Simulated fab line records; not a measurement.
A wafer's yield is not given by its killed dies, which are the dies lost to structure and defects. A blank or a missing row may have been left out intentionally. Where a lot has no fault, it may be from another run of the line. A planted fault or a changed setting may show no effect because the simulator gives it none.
fab line records	flow sky130
[record] lots = 12	wafers = 36	last-day = 50
route steps=708 shown LDD_N@252 LDD_P@265 LDD_HVN@276 LDD_LDN@296 PAD_OPEN@708
lots with no fault: from the same line, run without faults
start-h: the number of hours between the record's first day and the start of the first shown wafer of the lot	wait-h: hours since the lot's step before	" unchanged from the row above	L1.1+2: one row covering several wafers at once	- no value, or no start was given	* or withheld: withheld	< > ~ a bound
route shown NAME@n: names a module that has steps shown in the file, with the first one's number in the route	usual: the fault-free wafers' mean and standard deviation	same: alike in all rows	chamber/n: place in a boat	sites: readings site by site	_std_site: the values' standard deviation	_edge_site: inner sites' mean taken away from outer sites' mean	radius-mm: for every site, how far away it sits from the centre of the wafer	mask NAME#n: copy n	behind: tool/chamber where the wafer was last shaped	hold: cause of the lot's hold/its duration in hours/its outcome	device: transistor that didn't switch, given as n, p or np	end of line: the tests these same wafers got at the end of their route	a step given without rows: its recipe and nothing more	killed: dies lost to structure and defects at the first sort, not the wafer's yield	map: dies across one wafer; x = killed, . = not, _ = none there
set.NAME: setting as actually run; set.NAME@STEP: the setting as run at that earlier step	model.NAME: the simulator's own value behind a step, which no gauge read
steps of the route over a sample of lots; a table a step, a row a wafer
services: when a tool's chamber went out of use (start-h, in hours from the record's first day, below 0 if earlier), for how many hours, and the reason
[[steps]]
[step SKY_LDD_N_IMPLANT_15]
[recipe] species = BF2	energy-kev = 50	dose-cm2 = 5e+12	tilt-deg = 30	rotation-deg = 270
[usual] tilt-deg = 30.003/0.017
lot.wafer	tool	chamber	start-h	wait-h	tilt-deg
L670.1	implanter-04	0	397.76	0.1	30.042
L670.4	"	0	"	"	30.021
L670.6	"	0	"	"	30.022
L671.3	implanter-03	0	409.35	0.1	30.006
L671.5	"	0	"	"	30.001
L671.6	"	0	"	"	30.009
L672.1	implanter-01	0	422.12	0.1	30.019
L672.2	"	0	"	"	30.015
L672.4	"	0	"	"	29.982
L675.1	implanter-03	0	450.02	0.1	30.004
L675.3	"	0	"	"	30.011
L675.4	"	0	"	"	30.014
L675.1	implanter-03	0	450.34	0.3	30.000
L675.3	"	0	"	"	29.984
L675.4	"	0	"	"	29.994
L677.1	implanter-01	0	463.16	0.1	29.986
L677.3	"	0	"	"	30.009
L677.5	"	0	"	"	30.014
L682.2	implanter-04	0	512.48	0.1	30.032
L682.3	"	0	"	"	29.991
L682.5	"	0	"	"	30.013
L683.1	implanter-04	0	521.00	0.1	29.989
L683.2	"	0	"	"	30.014
L683.3	"	0	"	"	29.974
L683.1	implanter-04	0	521.32	0.3	30.027
L683.2	"	0	"	"	30.027
L683.3	"	0	"	"	29.994
L685.2	implanter-04	0	540.60	0.1	30.011
L685.4	"	0	"	"	30.014
L685.5	"	0	"	"	30.014
L687.4	implanter-03	0	554.33	0.1	29.997
L687.5	"	0	"	"	29.998
L687.6	"	0	"	"	30.016
L688.1	implanter-01	0	562.60	0.1	29.999
L688.5	"	0	"	"	29.995
L688.6	"	0	"	"	29.991
L691.2	implanter-03	0	584.38	0.1	29.987
L691.3	"	0	"	"	30.013
L691.4	"	0	"	"	29.983
L693.2	implanter-03	0	603.78	0.1	29.979
L693.3	"	0	"	"	30.012
L693.6	"	0	"	"	29.987
[step SKY_LDD_P_STRIP_10]
[recipe] chemistry = O2/N2	power-w = 1400	pressure-mtorr = 1500	platen-temp-c = withheld	o2-flow-sccm = 3000	n2-flow-sccm = 300	overash-fraction = 0.5
[usual] drypump-motor-current-A = 5.7/0.39	o2-flow-sccm = 3000/10	oes-product-au = 0.715/0.0044	strip-time-to-endpoint-s = 14.16/0.037
lot.wafer	tool	chamber	start-h	wait-h	drypump-motor-current-A	o2-flow-sccm	oes-product-au	rf-hours-counter-h	strip-time-to-endpoint-s
L670.1	plasma-asher-01	0	427.18	0.1	5.9	2997	0.714	31	14.24
L670.4	"	0	"	"	5.9	2988	0.712	-	14.24
L670.6	"	1	"	"	5.9	2995	0.718	-	14.19
L671.3	plasma-asher-01	1	440.11	0.1	6.0	3006	0.713	-	14.22
L671.5	"	1	"	"	5.9	3008	0.712	-	14.25
L671.6	"	0	"	"	5.9	3001	0.707	-	14.19
L672.1	plasma-asher-03	1	452.62	0.1	5.7	3008	0.716	2	14.17
L672.2	"	0	"	"	6.0	2994	0.716	2	14.20
L672.4	"	0	"	"	6.0	3013	0.723	-	14.14
L675.1	plasma-asher-01	0	481.77	0.1	5.9	3003	0.712	36	14.16
L675.3	"	1	"	"	5.9	3000	0.713	-	14.15
L675.4	"	0	"	"	5.9	3004	0.716	-	14.13
L677.1	plasma-asher-03	0	494.42	0.1	6.0	2999	0.711	6	14.07
L677.3	"	0	"	"	6.0	3016	0.711	-	14.10
L677.5	"	1	"	"	5.6	3011	0.721	-	14.12
L682.2	plasma-asher-04	0	542.82	0.1	4.8	2982	0.710	83	14.12
L682.3	"	0	"	"	4.8	2990	0.714	-	14.14
L682.5	"	1	"	"	5.9	2994	0.713	-	14.13
L683.1	plasma-asher-03	1	551.87	0.1	5.6	3003	0.722	12	14.15
L683.2	"	0	"	"	6.0	3027	0.718	12	14.18
L683.3	"	1	"	"	5.6	2991	0.718	-	14.20
L685.2	plasma-asher-03	1	571.06	0.1	5.6	3010	0.721	14	14.14
L685.4	"	0	"	"	6.0	3012	0.713	-	14.15
L685.5	"	1	"	"	5.7	2995	0.709	-	14.16
L687.4	plasma-asher-03	1	584.91	0.1	5.6	2995	0.708	-	14.09
L687.5	"	0	"	"	6.0	2995	0.718	-	14.09
L687.6	"	1	"	"	5.7	2978	0.714	-	14.09
L688.1	plasma-asher-04	1	591.97	0.1	5.8	2978	0.707	88	14.16
L688.5	"	0	"	"	4.8	2981	0.721	-	14.14
L688.6	"	1	"	"	5.9	2990	0.720	-	14.19
L691.2	plasma-asher-03	0	613.77	0.1	6.0	2994	0.722	18	14.22
L691.3	"	0	"	"	6.0	3002	0.713	-	14.20
L691.4	"	1	"	"	5.7	2988	0.713	-	14.18
L693.2	plasma-asher-04	1	632.52	0.1	5.9	2999	0.715	92	14.19
L693.3	"	0	"	"	4.8	3004	0.708	-	14.22
L693.6	"	1	"	"	5.9	3010	0.715	-	14.19
[step SKY_LDD_HVN_STRIP_09]
[recipe] chemistry = O2/N2	power-w = 1400	pressure-mtorr = 1500	platen-temp-c = withheld	o2-flow-sccm = 3000	n2-flow-sccm = 300	overash-fraction = 0.5
[usual] drypump-motor-current-A = 5.7/0.35	o2-flow-sccm = 3000/9	oes-product-au = 0.408/0.0048	strip-time-to-endpoint-s = 4.135/0.015
lot.wafer	tool	chamber	start-h	wait-h	drypump-motor-current-A	o2-flow-sccm	oes-product-au	rf-hours-counter-h	strip-time-to-endpoint-s
L670.1	plasma-asher-03	1	458.27	0.1	5.6	3000	0.411	3	4.134
L670.4	"	0	"	"	6.0	2992	0.418	-	4.122
L670.6	"	0	"	"	6.0	2993	0.402	-	4.142
L671.3	plasma-asher-03	0	471.25	0.1	6.0	3002	0.412	-	4.123
L671.5	"	1	"	"	5.6	3009	0.414	-	4.147
L671.6	"	0	"	"	6.0	3003	0.410	-	4.136
L672.1	plasma-asher-03	1	483.55	0.1	5.6	2995	0.411	5	4.135
L672.2	"	0	"	"	6.0	2995	0.410	5	4.121
L672.4	"	0	"	"	6.0	2995	0.403	-	4.143
L675.1	plasma-asher-04	1	512.62	0.1	5.9	3009	0.404	80	4.119
L675.3	"	1	"	"	5.9	3007	0.407	-	4.139
L675.4	"	0	"	"	4.8	3003	0.406	-	4.130
L677.1	plasma-asher-02	1	524.90	0.1	5.6	3000	0.414	69	4.143
L677.3	"	0	"	"	6.0	2994	0.404	-	4.139
L677.5	"	0	"	"	6.0	3015	0.418	-	4.168
L682.2	plasma-asher-02	1	572.85	0.1	5.5	3004	0.413	74	4.110
L682.3	"	1	"	"	5.6	3017	0.412	-	4.122
L682.5	"	1	"	"	5.6	3019	0.407	-	4.122
L683.1	plasma-asher-04	0	581.30	0.1	4.8	2993	0.407	87	4.145
L683.2	"	1	"	"	5.9	3011	0.413	87	4.154
L683.3	"	0	"	"	4.8	2999	0.400	-	4.150
L685.2	plasma-asher-03	1	600.45	0.1	5.6	3003	0.404	16	4.134
L685.4	"	1	"	"	5.6	2998	0.417	-	4.157
L685.5	"	0	"	"	6.0	3014	0.412	-	4.140
L687.4	plasma-asher-04	1	614.43	0.1	5.9	3005	0.411	-	4.132
L687.5	"	0	"	"	4.8	3015	0.411	-	4.112
L687.6	"	1	"	"	5.9	2993	0.414	-	4.130
L688.1	plasma-asher-03	1	620.37	0.1	5.6	3001	0.402	18	4.133
L688.5	"	0	"	"	6.0	2993	0.409	-	4.126
L688.6	"	1	"	"	5.6	3001	0.402	-	4.118
L691.2	plasma-asher-02	0	642.20	0.1	6.0	2982	0.405	81	4.122
L691.3	"	0	"	"	6.0	2996	0.409	-	4.112
L691.4	"	1	"	"	5.6	3005	0.407	-	4.113
L693.2	plasma-asher-04	1	661.50	0.1	5.9	3011	0.403	94	4.130
L693.3	"	0	"	"	4.8	3003	0.406	-	4.132
L693.6	"	0	"	"	4.8	3002	0.411	-	4.138
[step SKY_LDD_LDN_OVL_MEAS_07]
[usual] LDD_LDN_OVL = 0.5/1.3
lot.wafer	tool	chamber	start-h	wait-h	LDD_LDN_OVL[nm]
L670.1	overlay-02	-	520.22	0.1	3.0
L670.4	"	-	"	"	1.8
L670.6	"	-	"	"	4.3
L671.3	overlay-02	-	532.68	0.1	-0.4
L671.5	"	-	"	"	0.7
L671.6	"	-	"	"	-1.0
L672.1	overlay-02	-	545.17	0.1	-0.7
L672.2	"	-	"	"	-0.5
L672.4	"	-	"	"	-0.8
L675.1	overlay-01	-	572.68	0.1	1.3
L675.3	"	-	"	"	0.6
L675.4	"	-	"	"	0.8
L677.1	overlay-01	-	584.58	0.1	2.8
L677.3	"	-	"	"	1.5
L677.5	"	-	"	"	2.3
L682.2	overlay-01	-	631.32	0.1	0.7
L682.3	"	-	"	"	1.5
L682.5	"	-	"	"	-0.7
L683.1	overlay-01	-	638.62	0.1	-2.3
L683.2	"	-	"	"	-0.7
L683.3	"	-	"	"	-2.5
L685.2	overlay-02	-	658.42	0.1	0.1
L685.4	"	-	"	"	-0.1
L685.5	"	-	"	"	-1.8
L687.4	overlay-02	-	670.90	0.1	-0.9
L687.5	"	-	"	"	0.6
L687.6	"	-	"	"	0.5
L688.1	overlay-01	-	677.67	0.1	-0.7
L688.5	"	-	"	"	-1.3
L688.6	"	-	"	"	-0.1
L691.2	overlay-01	-	696.78	0.1	-1.1
L691.3	"	-	"	"	1.1
L691.4	"	-	"	"	0.2
L693.2	overlay-01	-	717.17	0.1	1.1
L693.3	"	-	"	"	-0.2
L693.6	"	-	"	"	-0.3
[step SKY_PAD_OPEN_PROBE_99]
[usual] killed_at_M0_to_M3 = 43/6.4	killed_at_M4_up = 2.8/1.7	killed-at-contacts = 24/5.5	killed-at-front-end = 15/4	killed-at-other = 0.3/0.54	killed-dies = 86/9.1	killed-open = 47/6.6	killed-short = 39/6.2
[same] gross-dies = 492	killed-at-back-side = 0
lot.wafer	tool	chamber	start-h	wait-h	killed_at_M0_to_M3	killed_at_M4_up	killed-at-contacts	killed-at-front-end	killed-at-other	killed-dies	killed-open	killed-short
L670.1	prober-01	-	1070.63	0.1	40	1	25	15	0	81	39	42
L670.4	prober-01	-	1070.78	0.2	31	1	26	22	1	81	47	34
L670.6	prober-01	-	1070.88	0.2	39	1	39	13	0	92	48	44
L671.3	prober-02	-	1081.65	0.2	34	2	29	19	0	84	45	39
L671.5	prober-02	-	1081.75	0.2	32	4	31	20	0	87	48	39
L671.6	prober-02	-	1081.80	0.2	43	0	20	26	1	90	48	42
L672.1	prober-01	-	1088.44	0.1	51	6	24	11	0	92	45	47
L672.2	prober-01	-	1088.49	0.1	50	4	32	18	0	104	56	48
L672.4	prober-01	-	1088.59	0.2	58	4	18	21	1	102	54	48
L675.1	prober-01	-	1108.32	0.1	39	7	30	10	1	87	47	40
L675.3	prober-01	-	1108.42	0.2	45	5	21	9	0	80	47	33
L675.4	prober-01	-	1108.47	0.2	46	3	18	13	1	81	44	37
L677.1	prober-01	-	1115.59	0.1	42	3	25	18	0	88	47	41
L677.3	prober-01	-	1115.69	0.2	44	1	19	13	1	78	39	39
L677.5	prober-01	-	1115.79	0.2	48	1	22	17	1	89	50	39
L682.2	prober-02	-	1148.19	0.1	53	5	28	24	0	110	70	40
L682.3	prober-02	-	1148.24	0.2	43	3	24	13	0	83	43	40
L682.5	prober-02	-	1148.34	0.2	39	0	18	23	2	82	47	35
L683.1	prober-01	-	1155.79	0.1	44	0	23	17	1	85	44	41
L683.2	prober-01	-	1155.84	0.1	49	1	30	17	2	99	51	48
L683.3	prober-01	-	1155.89	0.2	45	1	26	22	0	94	47	47
L685.2	prober-01	-	1164.01	0.1	39	2	28	15	0	84	46	38
L685.4	prober-01	-	1164.11	0.2	42	3	20	17	0	82	37	45
L685.5	prober-01	-	1164.16	0.2	42	2	32	11	0	87	43	44
L687.4	prober-01	-	1170.00	0.2	45	2	25	26	1	99	55	44
L687.5	prober-01	-	1170.05	0.2	43	4	19	15	0	81	45	36
L687.6	prober-01	-	1170.10	0.2	38	2	27	13	1	81	40	41
L688.1	prober-02	-	1174.75	0.1	50	2	21	17	0	90	47	43
L688.5	prober-02	-	1174.95	0.2	43	0	21	21	0	85	54	31
L688.6	prober-02	-	1175.00	0.2	49	0	19	14	0	82	47	35
L691.2	prober-01	-	1186.90	0.1	45	3	19	18	0	85	52	33
L691.3	prober-01	-	1186.95	0.2	31	2	16	10	0	59	37	22
L691.4	prober-01	-	1187.00	0.2	57	5	17	15	0	94	52	42
L693.2	prober-01	-	1197.74	0.1	48	3	23	21	1	96	46	50
L693.3	prober-01	-	1197.79	0.2	45	2	15	19	0	81	47	34
L693.6	prober-01	-	1197.94	0.2	45	4	21	11	0	81	38	43
// killed by level:class
L670.1 CONTACT:geometric-particle:open=10 VIA2:geometric-particle:open=8 CONTACT:geometric-particle:short=7 FIELD_ISO:geometric-particle:short=5 VIA2:geometric-particle:short=5 METAL2:geometric-particle:short=4 LOCAL_INTERCONNECT:geometric-particle:short=4 METAL1:geometric-particle:short=4
L670.4 VIA1:geometric-particle:open=13 CONTACT:geometric-particle:open=12 CONTACT:geometric-particle:short=7 POLY_GATE:geometric-particle:open=6 POLY_GATE:geometric-particle:short=5 FIELD_ISO:geometric-particle:open=4 METAL3:geometric-particle:short=4 FIELD_ISO:geometric-particle:short=3
L670.6 CONTACT:geometric-particle:open=14 LI_CONTACT:geometric-particle:open=11 CONTACT:geometric-particle:short=10 VIA1:geometric-particle:open=10 FIELD_ISO:geometric-particle:short=7 METAL2:geometric-particle:short=7 VIA1:geometric-particle:short=6 VIA3:geometric-particle:open=4
L671.3 CONTACT:geometric-particle:open=11 CONTACT:geometric-particle:short=7 VIA2:geometric-particle:open=6 FIELD_ISO:geometric-particle:short=5 METAL1:geometric-particle:short=5 VIA3:geometric-particle:open=5 FIELD_ISO:geometric-particle:open=4 LOCAL_INTERCONNECT:geometric-particle:short=4
L671.5 LI_CONTACT:geometric-particle:open=10 CONTACT:geometric-particle:open=9 FIELD_ISO:geometric-particle:open=5 POLY_GATE:geometric-particle:open=5 POLY_GATE:geometric-particle:short=5 LI_CONTACT:geometric-particle:short=4 VIA1:geometric-particle:short=4 CONTACT:geometric-particle:short=4
L671.6 VIA1:geometric-particle:open=16 CONTACT:geometric-particle:open=11 FIELD_ISO:geometric-particle:short=8 METAL2:geometric-particle:short=6 POLY_GATE:geometric-particle:short=5 FIELD_ISO:geometric-particle:open=4 METAL1:geometric-particle:short=4 VIA1:geometric-particle:short=4
L672.1 VIA1:geometric-particle:open=9 CONTACT:geometric-particle:open=8 VIA2:geometric-particle:open=7 VIA3:geometric-particle:open=7 CONTACT:geometric-particle:short=7 METAL3:geometric-particle:short=7 LI_CONTACT:geometric-particle:open=6 VIA3:geometric-particle:short=5
L672.2 CONTACT:geometric-particle:open=11 VIA1:geometric-particle:open=11 LI_CONTACT:geometric-particle:open=8 METAL2:geometric-particle:short=7 VIA2:geometric-particle:open=7 CONTACT:geometric-particle:short=6 VIA3:geometric-particle:open=6 FIELD_ISO:geometric-particle:open=5
L672.4 VIA1:geometric-particle:open=14 METAL2:geometric-particle:short=10 VIA2:geometric-particle:open=7 VIA3:geometric-particle:short=7 FIELD_ISO:geometric-particle:short=6 CONTACT:geometric-particle:open=6 VIA3:geometric-particle:open=5 LI_CONTACT:geometric-particle:open=5
L675.1 LI_CONTACT:geometric-particle:open=11 CONTACT:geometric-particle:open=10 METAL1:geometric-particle:short=7 LI_CONTACT:geometric-particle:short=6 VIA1:geometric-particle:short=6 VIA1:geometric-particle:open=6 VIA3:geometric-particle:open=6 FIELD_ISO:geometric-particle:short=4
L675.3 VIA2:geometric-particle:open=10 VIA1:geometric-particle:open=8 VIA1:geometric-particle:short=7 VIA3:geometric-particle:open=6 LI_CONTACT:geometric-particle:open=5 LOCAL_INTERCONNECT:geometric-particle:open=4 LOCAL_INTERCONNECT:geometric-particle:short=4 CONTACT:geometric-particle:open=4
L675.4 VIA1:geometric-particle:open=16 CONTACT:geometric-particle:open=7 VIA1:geometric-particle:short=7 FIELD_ISO:geometric-particle:open=5 METAL1:geometric-particle:short=5 METAL2:geometric-particle:short=5 LI_CONTACT:geometric-particle:open=4 CONTACT:geometric-particle:short=4
L677.1 VIA1:geometric-particle:open=10 LI_CONTACT:geometric-particle:open=8 METAL1:geometric-particle:short=8 VIA1:geometric-particle:short=7 FIELD_ISO:geometric-particle:open=6 VIA3:geometric-particle:open=6 FIELD_ISO:geometric-particle:short=5 CONTACT:geometric-particle:short=5
L677.3 LI_CONTACT:geometric-particle:open=10 METAL1:geometric-particle:short=10 VIA1:geometric-particle:open=10 VIA3:geometric-particle:open=6 VIA1:geometric-particle:short=5 CONTACT:geometric-particle:short=4 METAL2:geometric-particle:short=4 POLY_GATE:geometric-particle:short=3
L677.5 VIA1:geometric-particle:open=14 VIA3:geometric-particle:open=9 LI_CONTACT:geometric-particle:open=8 VIA1:geometric-particle:short=6 POLY_GATE:geometric-particle:short=5 FIELD_ISO:geometric-particle:short=3 CONTACT:geometric-particle:short=3 LI_CONTACT:geometric-particle:short=3
L682.2 VIA1:geometric-particle:open=14 CONTACT:geometric-particle:open=13 FIELD_ISO:geometric-particle:short=9 VIA3:geometric-particle:open=9 LI_CONTACT:geometric-particle:open=8 VIA2:geometric-particle:open=8 METAL2:geometric-particle:short=7 CONTACT:geometric-particle:short=5
L682.3 VIA1:geometric-particle:open=12 CONTACT:geometric-particle:open=7 VIA3:geometric-particle:short=7 CONTACT:geometric-particle:short=6 VIA3:geometric-particle:open=6 LI_CONTACT:geometric-particle:short=5 METAL1:geometric-particle:short=5 VIA2:geometric-particle:open=5
L682.5 VIA1:geometric-particle:open=11 VIA3:geometric-particle:open=9 POLY_GATE:geometric-particle:short=8 CONTACT:geometric-particle:open=6 VIA1:geometric-particle:short=6 LI_CONTACT:geometric-particle:open=5 FIELD_ISO:geometric-particle:open=4 FIELD_ISO:geometric-particle:short=4
L683.1 VIA1:geometric-particle:open=10 CONTACT:geometric-particle:open=9 LI_CONTACT:geometric-particle:open=8 METAL2:geometric-particle:short=8 METAL1:geometric-particle:short=7 POLY_GATE:geometric-particle:short=6 FIELD_ISO:geometric-particle:short=5 CONTACT:geometric-particle:short=5
L683.2 VIA1:geometric-particle:open=13 LI_CONTACT:geometric-particle:open=10 LOCAL_INTERCONNECT:geometric-particle:short=7 CONTACT:geometric-particle:open=7 FIELD_ISO:geometric-particle:short=5 POLY_GATE:geometric-particle:short=5 METAL2:geometric-particle:short=5 VIA3:geometric-particle:short=5
L683.3 CONTACT:geometric-particle:open=12 METAL1:geometric-particle:short=10 VIA1:geometric-particle:open=9 POLY_GATE:geometric-particle:short=7 LI_CONTACT:geometric-particle:open=6 CONTACT:geometric-particle:short=6 FIELD_ISO:geometric-particle:short=5 POLY_GATE:geometric-particle:open=5
L685.2 LI_CONTACT:geometric-particle:open=11 FIELD_ISO:geometric-particle:short=9 VIA1:geometric-particle:open=8 VIA3:geometric-particle:open=8 CONTACT:geometric-particle:open=7 LOCAL_INTERCONNECT:geometric-particle:short=5 METAL1:geometric-particle:short=5 LI_CONTACT:geometric-particle:short=3
L685.4 VIA1:geometric-particle:open=11 VIA3:geometric-particle:open=7 LI_CONTACT:geometric-particle:short=6 VIA1:geometric-particle:short=6 LOCAL_INTERCONNECT:geometric-particle:short=5 VIA2:geometric-particle:open=5 FIELD_ISO:geometric-particle:open=4 FIELD_ISO:geometric-particle:short=4
L685.5 LI_CONTACT:geometric-particle:open=12 VIA1:geometric-particle:short=11 VIA3:geometric-particle:open=10 CONTACT:geometric-particle:open=10 METAL2:geometric-particle:short=8 VIA2:geometric-particle:open=5 LOCAL_INTERCONNECT:geometric-particle:short=5 FIELD_ISO:geometric-particle:short=4
L687.4 VIA3:geometric-particle:open=9 VIA2:geometric-particle:open=8 CONTACT:geometric-particle:short=8 CONTACT:geometric-particle:open=7 METAL2:geometric-particle:short=6 POLY_GATE:geometric-particle:open=6 VIA1:geometric-particle:short=6 LI_CONTACT:geometric-particle:open=6
L687.5 VIA3:geometric-particle:open=9 VIA1:geometric-particle:open=7 VIA2:geometric-particle:open=6 POLY_GATE:geometric-particle:open=5 LI_CONTACT:geometric-particle:open=5 METAL2:geometric-particle:short=5 CONTACT:geometric-particle:open=4 METAL1:geometric-particle:short=4
L687.6 VIA1:geometric-particle:open=13 CONTACT:geometric-particle:open=10 CONTACT:geometric-particle:short=8 METAL3:geometric-particle:short=5 VIA2:geometric-particle:open=4 LI_CONTACT:geometric-particle:open=4 LOCAL_INTERCONNECT:geometric-particle:short=4 VIA1:geometric-particle:short=4
L688.1 CONTACT:geometric-particle:open=10 LI_CONTACT:geometric-particle:open=7 METAL1:geometric-particle:short=7 VIA1:geometric-particle:open=7 VIA2:geometric-particle:short=7 POLY_GATE:geometric-particle:short=6 VIA2:geometric-particle:open=6 VIA3:geometric-particle:open=6
L688.5 VIA1:geometric-particle:open=13 VIA2:geometric-particle:open=12 FIELD_ISO:geometric-particle:open=7 FIELD_ISO:geometric-particle:short=6 CONTACT:geometric-particle:open=6 VIA1:geometric-particle:short=6 LI_CONTACT:geometric-particle:open=5 CONTACT:geometric-particle:short=5
L688.6 VIA1:geometric-particle:open=13 CONTACT:geometric-particle:open=10 METAL1:geometric-particle:short=8 VIA1:geometric-particle:short=7 VIA2:geometric-particle:open=6 FIELD_ISO:geometric-particle:open=5 CONTACT:geometric-particle:short=4 FIELD_ISO:geometric-particle:short=3
L691.2 VIA1:geometric-particle:open=11 CONTACT:geometric-particle:open=10 METAL2:geometric-particle:short=9 FIELD_ISO:geometric-particle:open=8 POLY_GATE:geometric-particle:open=6 LI_CONTACT:geometric-particle:open=5 METAL1:geometric-particle:short=5 VIA1:geometric-particle:short=5
L691.3 VIA1:geometric-particle:open=9 LI_CONTACT:geometric-particle:open=6 CONTACT:geometric-particle:open=6 VIA1:geometric-particle:short=5 VIA2:geometric-particle:open=5 FIELD_ISO:geometric-particle:open=4 VIA2:geometric-particle:short=4 METAL2:geometric-particle:short=4
L691.4 VIA1:geometric-particle:open=12 VIA3:geometric-particle:open=10 VIA2:geometric-particle:open=7 VIA2:geometric-particle:short=7 METAL3:geometric-particle:short=6 POLY_GATE:geometric-particle:open=6 CONTACT:geometric-particle:short=6 CONTACT:geometric-particle:open=6
L693.2 VIA1:geometric-particle:open=11 METAL2:geometric-particle:short=10 LI_CONTACT:geometric-particle:open=8 CONTACT:geometric-particle:open=7 FIELD_ISO:geometric-particle:short=6 FIELD_ISO:geometric-particle:open=5 POLY_GATE:geometric-particle:short=5 LOCAL_INTERCONNECT:geometric-particle:short=5
L693.3 VIA1:geometric-particle:open=9 VIA3:geometric-particle:open=9 POLY_GATE:geometric-particle:open=6 POLY_GATE:geometric-particle:short=6 VIA2:geometric-particle:open=6 LI_CONTACT:geometric-particle:open=4 METAL1:geometric-particle:short=4 VIA1:geometric-particle:short=4
L693.6 CONTACT:geometric-particle:open=11 VIA1:geometric-particle:open=10 METAL2:geometric-particle:short=6 VIA3:geometric-particle:open=5 METAL4:geometric-particle:short=4 POLY_GATE:geometric-particle:short=4 VIA2:geometric-particle:short=4 METAL3:geometric-particle:short=4
[[services]]
tool	chamber	start-h	hours	kind
implanter-03	-	383.01	1.2	repair
plasma-asher-04	-	384.03	1.0	repair
implanter-03	-	388.48	3.2	pm
plasma-asher-02	-	419.14	0.8	repair
plasma-asher-01	-	420.99	1.3	repair
plasma-asher-03	-	421.25	9.0	pm
plasma-asher-03	0	421.25	9.0	vent-cycle
plasma-asher-03	1	421.25	9.0	vent-cycle
implanter-04	-	429.36	5.8	repair
plasma-asher-03	0	430.25	-	clean
plasma-asher-01	-	488.50	1.9	repair
implanter-04	-	488.80	3.0	repair
implanter-04	-	491.83	3.5	pm
implanter-03	-	523.86	2.6	repair
implanter-04	-	556.13	16.3	repair
plasma-asher-03	-	588.20	2.9	repair
implanter-01	-	595.62	6.2	repair
implanter-03	-	605.61	1.4	repair
implanter-04	-	627.97	10.3	pm
plasma-asher-02	-	633.04	2.8	pm
implanter-03	-	636.23	4.0	repair
plasma-asher-04	-	637.50	14.6	pm
implanter-03	-	653.70	5.0	pm
plasma-asher-03	-	658.24	15.6	pm
[[key]]
[first-sign] step = SKY_LDD_N_IMPLANT_15	reading = visit	direction = added
effect none on later readings
met-at SKY_LDD_N_IMPLANT_15
struck-lots L675,L683
tester-left-out L675,L683
not-acting-at SKY_LDD_P_STRIP_10,SKY_LDD_HVN_STRIP_09,SKY_LDD_LDN_OVL_MEAS_07
[fault] kind = repeated-step-whole	tool = implanter-01,implanter-03,implanter-04	chamber = -	onset-h = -	steps = SKY_LDD_N_IMPLANT_15	times = 1	scope = struck-lots-only
// tester-left-out: of these lots the tester's yield and bins aren't shown, on N5 and GAA mostly nor the transistor test; their killed dies are dies lost to structure and defects alone, not to doping, threshold or leakage, so they don't give the yield
